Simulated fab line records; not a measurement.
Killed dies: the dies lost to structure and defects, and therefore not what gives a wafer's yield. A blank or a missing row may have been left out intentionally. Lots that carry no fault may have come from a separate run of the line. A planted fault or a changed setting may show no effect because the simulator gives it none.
Which tool is to blame? || flow sky130 || Sampling: 6 lots, 18 wafers, 2 of 708 route steps

WHAT EACH GAUGE READ, for each wafer
SKY_PASSIVATION_THK_MEAS_01.
{"lot": "L276", "measured": "day 44 08:04", "on": "filmMetro-02", "PASSIVATION_CVD_00_THK (nm)": "89.2 89.5 91.1"}
{"lot": "L283", "measured": "day 46 12:46", "on": "filmMetro-02", "PASSIVATION_CVD_00_THK (nm)": "88.7 55.5 89.6"}
{"lot": "L286", "measured": "day 47 03:37", "on": "filmMetro-03", "PASSIVATION_CVD_00_THK (nm)": "90.2 90.2 91.2"}
{"lot": "L290", "measured": "day 49 06:35", "on": "filmMetro-01", "PASSIVATION_CVD_00_THK (nm)": "89.0 90.4 90.9"}
{"lot": "L295", "measured": "day 49 08:52", "on": "filmMetro-02", "PASSIVATION_CVD_00_THK (nm)": "89.7 90.5 91.7"}
{"lot": "L296", "measured": "day 49 09:44", "on": "filmMetro-01", "PASSIVATION_CVD_00_THK (nm)": "91.3 90.0 92.4"}

TOOL THAT RAN EACH LOT (tool first, then ch and the chambers of the sampled wafers, then the start)
{"lot": "L276", "SKY_PASSIVATION_CVD_00": "pecvd-02 ch 1,2, day 44 08:03"}
{"lot": "L283", "SKY_PASSIVATION_CVD_00": "pecvd-02 ch 0,1,2, day 46 12:44"}
{"lot": "L286", "SKY_PASSIVATION_CVD_00": "pecvd-03 ch 0,2, day 47 03:34"}
{"lot": "L290", "SKY_PASSIVATION_CVD_00": "pecvd-03 ch 0,1,2, day 49 06:34"}
{"lot": "L295", "SKY_PASSIVATION_CVD_00": "pecvd-02 ch 0, day 49 08:49"}
{"lot": "L296", "SKY_PASSIVATION_CVD_00": "pecvd-04 ch 0,1,2, day 49 09:43"}
- SKY_PASSIVATION_CVD_00: deposits SiO2, target thk 90 nm.

THE ANSWER, worked out from the rows above alone
Rule: the lots themselves supply what counts as usual. Put in order of their means at a reading, lots are off if they are a third of the lots or fewer, leave a main group of 4 or more, and stand apart from it by a gap of 3 or more times the standard deviation of the main group's means; of several such gaps the widest counts. A main group whose means are all the same, to the digits that the tables above print for the reading, isn't used. A lot without any number at a reading at which 4 lots or more have one is off too. Any other lot the step has rows for is counted as sound.
Off: L283, seen at SKY_PASSIVATION_THK_MEAS_01 (PASSIVATION_CVD_00_THK). The main group: mean 90.5 nm, standard deviation 0.46.
If a tool, at a process step before that reading, ran all the lots that are off and no sound lot after the first of them, it fits. Gauges at SKY_PASSIVATION_THK_MEAS_01: tried the same way as those tools. Of those tried, none fits.

WHAT WAS PUT IN BY THE SIMULATOR
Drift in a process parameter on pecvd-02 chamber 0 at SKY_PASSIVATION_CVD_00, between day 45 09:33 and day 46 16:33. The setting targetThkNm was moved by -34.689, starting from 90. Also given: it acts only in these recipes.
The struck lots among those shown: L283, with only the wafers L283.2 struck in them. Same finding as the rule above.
